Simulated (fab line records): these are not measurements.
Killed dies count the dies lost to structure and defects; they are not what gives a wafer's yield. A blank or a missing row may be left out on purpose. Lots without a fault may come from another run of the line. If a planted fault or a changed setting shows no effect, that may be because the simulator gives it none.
Which tool was responsible? -- flow sky130 -- Sampling: 14 lots, 42 wafers, 4 of 708 route steps

WHAT THE GAUGES SHOWED, per wafer
SKY_FIELD_ISO_THK_MEAS_02.
lot,measured,on,FIELD_ISO_OXIDATION_00_THK (nm)
L143,day 1 11:38,film-metro-02,12.05 11.97 11.99
L145,day 1 21:39,film-metro-01,11.47 11.70 11.87
L146,day 2 03:55,film-metro-01,11.76 11.94 11.89
L149,day 2 18:19,film-metro-03,11.95 11.71 11.96
L150,day 2 22:38,film-metro-02,11.77 11.56 11.55
L151,day 3 03:38,film-metro-03,12.29 12.42 12.40
L152,day 3 09:21,film-metro-02,11.66 11.51 11.73
L153,day 3 13:38,film-metro-03,11.67 11.58 11.71
L154,day 3 20:08,film-metro-02,11.75 11.63 11.51
L161,day 5 06:25,film-metro-03,11.91 12.11 11.82
L163,day 5 15:46,film-metro-02,12.05 12.04 12.11
L164,day 5 21:40,film-metro-01,12.37 12.41 12.21
L165,day 6 04:16,film-metro-01,12.35 12.48 12.14
L166,day 6 13:59,film-metro-01,12.52 12.54 12.61

SKY_DNWELL_TW_MEAS_09.
lot,measured,on,DNWELL_TW
L143,day 3 03:48,film-metro-04,1119 1108 1111
L145,day 3 14:50,film-metro-03,1089 1092 1093
L146,day 3 19:55,film-metro-04,1111 1121 1115
L149,day 4 14:26,film-metro-02,1116 1117 1116
L150,day 4 16:42,film-metro-03,1094 1091 1093
L151,day 4 22:34,film-metro-02,1118 1120 1114
L161,day 7 17:49,film-metro-03,1095 1094 1093
L163,day 8 04:06,film-metro-02,1116 1113 1120
L164,day 8 03:46,film-metro-04,1116 1114 1126
L165,day 8 07:15,film-metro-03,1095 1095 1092
L166,day 9 17:13,film-metro-04,1114 1114 1113

SKY_VT_ADJUST_HVTP_OVL_MEAS_08.
lot,measured,on,VT_ADJUST_HVTP_OVL (nm)
L143,day 6 01:46,overlay-01,-1.4 -1.3 -0.7
L145,day 6 13:54,overlay-01,-1.0 0.7 0.2
L146,day 6 20:31,overlay-02,-0.8 1.2 1.9
L149,day 7 13:11,overlay-01,2.7 1.2 1.5
L150,day 7 15:23,overlay-02,1.6 1.4 2.5
L151,day 7 22:17,overlay-01,3.0 2.0 -0.3
L161,day 11 08:18,overlay-02,2.5 1.2 0.9
L163,day 11 21:53,overlay-02,1.0 1.5 -0.6
L164,day 11 21:02,overlay-02,-1.4 -0.6 0.5
L165,day 12 00:52,overlay-02,1.9 0.8 4.0
L166,day 13 16:01,overlay-02,-0.2 0.2 0.2

WHAT TOOL EACH LOT RAN ON (gives the tool, then ch and the chambers of the sampled wafers, and finally the start)
lot,SKY_FIELD_ISO_CMP_27
L143,"cmp-01 ch 0,2,3, day 2 09:10"
L145,"cmp-01 ch 1,2,3, day 2 20:21"
L146,"cmp-01 ch 0,2,3, day 3 01:32"
L149,"cmp-01 ch 0,1,3, day 3 18:25"
L150,"cmp-02 ch 0,2,3, day 3 20:56"
L151,"cmp-02 ch 0,2,3, day 4 02:41"
L152,"cmp-02 ch 1,3, day 4 09:15"
L153,"cmp-02 ch 0,2, day 4 13:56"
L154,"cmp-01 ch 0,2, day 4 20:31"
L161,"cmp-02 ch 0,1,2, day 6 19:47"
L163,"cmp-01 ch 0,1,2, day 7 03:31"
L164,"cmp-01 ch 0,1,3, day 7 03:55"
L165,"cmp-02 ch 0,2,3, day 7 09:50"
L166,"cmp-02 ch 0,1,3, day 8 17:16"
- SKY_FIELD_ISO_CMP_27: polishes, stops on Si3N4, t overpolish 16 s, target thk 457.8 nm.

AS READ BY THE TOOLS THEMSELVES (means over the sampled wafers that have a number; for cases with no such wafer, the mark the record gives instead)
SKY_FIELD_ISO_CMP_27.
lot,tool,edge-zone-pressure-frac,head-pressure-psi (psi),motor-current-A (A),overpolish-run-s (s),time-to-endpoint-s (s)
L143,cmp-01,0.997,3.998,12.6,16.001,117
L145,cmp-01,1.004,3.995,12.4,16.000,118
L146,cmp-01,1.001,3.997,12.7,16.009,117
L149,cmp-01,1.001,4.000,11.3,15.996,120
L150,cmp-02,0.999,4.001,12.1,16.003,119
L151,cmp-02,1.000,4.005,11.8,15.996,111
L152,cmp-02,-,-,-,-,-
L153,cmp-02,-,-,-,-,-
L154,cmp-01,-,-,-,-,-
L161,cmp-02,0.997,4.010,11.8,16.003,107
L163,cmp-01,1.000,3.994,12.4,16.002,117
L164,cmp-01,0.994,3.999,11.1,16.006,122
L165,cmp-02,0.996,4.007,11.6,16.001,110
L166,cmp-02,0.998,4.005,11.3,15.999,112

THE ANSWER, worked out from the rows above alone
Rule: what is usual is taken from the lots themselves. Put in order of their means at a reading, lots are off if they are a third of the lots or fewer, leave a main group of 4 or more, and stand apart from it by a gap of 3 or more times the standard deviation of the main group's means; of several such gaps the widest counts. A main group is skipped when, at the precision printed for the reading in the tables above, its means are all equal. Also off: a lot with no number at a reading for which 4 or more lots have one. Where the step has rows for the other lots, those lots are counted as sound. First the gauges in route order, then the tools' own readings, where a lot's mean is used as printed above. The first step at which some lot is off is used, and at that step the reading that is off furthest; a lot without a number counts as furthest.
Off at SKY_FIELD_ISO_CMP_27 (edge-zone-pressure-frac): L152, L153, L154. Without a number there: L152, L153, L154. Mean 0.999 and standard deviation 0.0027 in the main group.
A tool fits if, at that step or a process step before it, it ran every lot that is off, and no sound lot after the first of them. None of those tried fits.

WHAT HAD BEEN PUT IN BY THE SIMULATOR
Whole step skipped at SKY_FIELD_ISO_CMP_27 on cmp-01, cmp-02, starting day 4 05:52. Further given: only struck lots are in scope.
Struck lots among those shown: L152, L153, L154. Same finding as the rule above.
